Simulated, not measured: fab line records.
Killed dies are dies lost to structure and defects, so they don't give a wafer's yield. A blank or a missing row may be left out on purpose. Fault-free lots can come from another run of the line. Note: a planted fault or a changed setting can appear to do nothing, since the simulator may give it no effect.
A struck lot beside a sound one	flow sfqLine	14 out of 325 route steps
Sound: the wafers L314.2, L314.3, L314.5. The struck wafers were L321.1, L321.2, L321.6. At the end, the cause is stated.
Each step with rows lists, per side, the tool, then ch with its chambers, then its first start. Under that, the readings that differ: sound wafers	struck wafers	difference of the means	sigmas: that difference in standard deviations of wafers without a fault.
alike: readings with means less than 2 such deviations apart, plus words and numbers identical on both sides. not compared: withheld readings, readings lacking a value on some wafer, bounds such as >300 that could conceal the same value, and numbers that have no deviation in the record and whose values overlap.
A row with sigmas, a row that says differs or no value, or rows on one side alone: a step with any of these is where the two part. Numbers that don't overlap but have no deviation are shown without sigmas and don't part them. A reading that every wafer of one side lacks parts them only if that side has two wafers or more.

first, 2 steps without rows for these wafers: SFQ_TRILAYER_I5_LITHO_PEB_147 (peb time 60 s); SFQ_TRILAYER_I5_LITHO_DEVELOP_146 (time 60 s).
SFQ_I5_OVL_MEAS_936:
  struck on overlay-01, day 73 20:08; sound on overlay-02, day 62 17:33
  alike: I5_OVL
SFQ_TRILAYER_I5_BARC_OPEN_VIA_ETCH_200: etches BARC in O2, target depth 125 nm, time 41.7 s.
  sound on rieDiel-02 ch 0,1,3, day 62 17:35; struck on rieDiel-02 ch 2,3, day 73 20:10
  alike: chamberPressureMTorr, drypumpMotorCurrentA, oesProductAu
  not compared: rfHoursCounterH
SFQ_TRILAYER_I5_ETCH_VIA_ETCH_147: etches the open film in CHF3, stops on Nb, target depth 360 nm.
  sound on rieDiel-02 ch 0,1,3, day 62 17:37; struck on rieDiel-02 ch 2,3, day 73 20:13
  alike: chamberPressureMTorr, drypumpMotorCurrentA, oesProductAu
SFQ_TRILAYER_I5_STRIP_STRIP_148: strips in O2.
  sound on rieMetal-04 ch 1, day 62 17:58; struck on rieMetal-04 ch 0,1, day 73 20:22
  alike: chamberPressureMTorr, drypumpMotorCurrentA, oesProductAu
  not compared: rfHoursCounterH
then, 6 steps without rows for these wafers: SFQ_TRILAYER_I5_STRIP_SOLV_CLEAN_149 (cleans in NMP, time 600 s); SFQ_TRILAYER_C5_LITHO_COAT_156 (resist thk 62 nm); SFQ_TRILAYER_C5_LITHO_COAT_151 (resist thk 650 nm); SFQ_TRILAYER_C5_LITHO_SOFTBAKE_155; SFQ_TRILAYER_C5_LITHO_EXPOSE_152 (exposes mask C5, target cd 500 nm); SFQ_TRILAYER_C5_LITHO_PEB_154 (peb time 60 s).
SFQ_TRILAYER_C5_LITHO_DEVELOP_153: time 60 s.
  struck on lithoTrack-04, day 73 23:34; sound on lithoTrack-04 ch 0, day 67 06:48
  no value came back on the struck wafers for chillPlateTempC (C), exhaustPa (Pa); on the sound wafers chillPlateTempC (C) reads 22.89 22.78 23.11
reading	sound	struck	difference	sigmas
model.KrF_of_TRILAYER_C5_LITHO_COAT_151.thkNm (nm)	625.1 626.2 626.7	652.6 652.7 651.3	+26.2	
SFQ_C5_OVL_MEAS_937:
  struck on overlay-01, day 73 23:43; sound on overlay-01, day 67 06:56
reading	sound	struck	difference	sigmas
C5_OVL (nm)	3 -3 -2	- - -	no value on the struck wafers	

== WHERE THEY PART ==
First at SFQ_TRILAYER_C5_LITHO_DEVELOP_153; last, within this record, at SFQ_C5_OVL_MEAS_937.

WHY: what had been put in by the simulator
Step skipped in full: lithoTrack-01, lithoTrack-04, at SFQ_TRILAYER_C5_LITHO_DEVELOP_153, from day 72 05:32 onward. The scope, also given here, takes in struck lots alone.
